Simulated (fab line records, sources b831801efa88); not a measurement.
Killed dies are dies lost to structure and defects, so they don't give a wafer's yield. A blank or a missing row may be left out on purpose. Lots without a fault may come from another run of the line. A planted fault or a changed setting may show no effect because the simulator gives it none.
Which tool did it? | flow gf180mcu | 6 lots, 18 wafers sampled, at 2 steps of a route of 602

WHAT THE GAUGES READ, wafer by wafer
GF_POLY_GATE_OVL_MEAS_11.
lot  | measured     | on         | POLY_GATE_OVL (nm)
L339 | day 9 12:24  | overlay-01 | -4 -1 1
L341 | day 10 02:40 | overlay-01 | 4 -1 5
L345 | day 11 07:50 | overlay-01 | 2 -6 -8
L355 | day 14 06:22 | overlay-02 | -3 -5 4
L357 | day 14 21:01 | overlay-02 | 7 13 7
L360 | day 15 20:46 | overlay-02 | -11 -5 -5

WHICH TOOL RAN EACH LOT (tool, then ch and the chambers of the sampled wafers, then the start)
lot  | GF_DUAL_GATE_STRIP_13
L339 | plasma_asher-03 ch 0,1, day 8 16:41
L341 | plasma_asher-01 ch 0,1, day 9 06:13
L345 | plasma_asher-02 ch 0,1, day 10 10:17
L355 | plasma_asher-03 ch 0,1, day 13 06:22
L357 | plasma_asher-02 ch 0,1, day 13 21:29
L360 | plasma_asher-03 ch 0,1, day 14 19:17
- GF_DUAL_GATE_STRIP_13: strips in O2/N2.

THE ANSWER, worked out from the rows above alone
Rule: what is usual is taken from the lots themselves. Put in order of their means at a reading, lots are off if they are a third of the lots or fewer, leave a main group of 4 or more, and stand apart from it by a gap of 3 or more times the standard deviation of the main group's means; of several such gaps the widest counts. A main group whose means are all the same, to the digits that the tables above print for the reading, isn't used. A lot without any number at a reading at which 4 lots or more have one is off too. The other lots that the step has rows for count as sound.
No lot is off at any reading shown: from this, nothing can be told.

WHAT THE SIMULATOR HAD PUT IN
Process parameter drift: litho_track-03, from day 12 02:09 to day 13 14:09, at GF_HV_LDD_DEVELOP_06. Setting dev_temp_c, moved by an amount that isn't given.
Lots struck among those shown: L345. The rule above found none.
